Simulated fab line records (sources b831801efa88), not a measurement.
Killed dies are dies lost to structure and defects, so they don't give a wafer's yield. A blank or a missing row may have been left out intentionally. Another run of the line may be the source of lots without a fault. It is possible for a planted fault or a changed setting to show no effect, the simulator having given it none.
Chamber matching + flow sky130 + 3 sister chambers for SKY_PASSIVATION_CVD_00 on pecvd-01
The step deposits SiO2, target thk 90 nm. 14 wafers are shown with their chamber, then 7 later ones without.

== WAFERS, EACH WITH ITS CHAMBER ==
| wafer  | chamber | heater_power_w (W) |
|--------|---------|--------------------|
| L082.3 | 2       | 604                |
| L082.5 | 1       | 647                |
| L082.6 | 2       | 595                |
| L084.2 | 0       | 598                |
| L084.4 | 2       | 624                |
| L084.6 | 0       | 595                |
| L085.2 | 1       | 654                |
| L085.3 | 2       | 606                |
| L085.4 | 0       | 614                |
| L086.1 | 1       | 719                |
| L086.4 | 1       | 695                |
| L086.5 | 0       | 629                |
| L094.1 | 2       | 580                |
| L094.2 | 1       | 767                |

SIGNATURES (averages over the wafers above)
| reading        | chamber 0 | chamber 1 | chamber 2 | scatter within a chamber |
|----------------|-----------|-----------|-----------|--------------------------|
| heater_power_w | 609.00    | 696.40    | 601.80    | 32.4                     |
Rule: for each reading, subtract the chamber's mean from the wafer's reading, divide by that reading's scatter and square the result; add these up over the readings and take the root, which gives the wafer's distance from the chamber. The wafer belongs to the nearest chamber; if the next one is less than 2 further off, it can't be placed. How the scatter is found: for the shown wafers, subtract from each reading the mean of its chamber, square and add these, divide the total by (wafers less chambers), then take the root.

== WAFERS MISSING THEIR CHAMBER ==
| wafer  | heater_power_w (W) |
|--------|--------------------|
| L094.3 | 629                |
| L094.4 | 615                |
| L094.5 | 600                |
| L094.6 | 772                |
| L096.2 | 578                |
| L096.4 | 578                |
| L096.6 | 566                |

== WHICH CHAMBER EACH ONE RAN IN ==
| wafer  | from the rows above          | in truth |
|--------|------------------------------|----------|
| L094.3 | can't be placed: 0 or 2 or 1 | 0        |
| L094.4 | can't be placed: 0 or 2      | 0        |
| L094.5 | can't be placed: 2 or 0      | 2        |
| L094.6 | 1                            | 1        |
| L096.2 | can't be placed: 2 or 0      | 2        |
| L096.4 | can't be placed: 2 or 0      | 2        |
| L096.6 | can't be placed: 2 or 0      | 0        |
1 of 7 placed correctly. From these rows, 6 cannot be placed; in 6 the true chamber is one of the candidates. 0 placed wrongly.
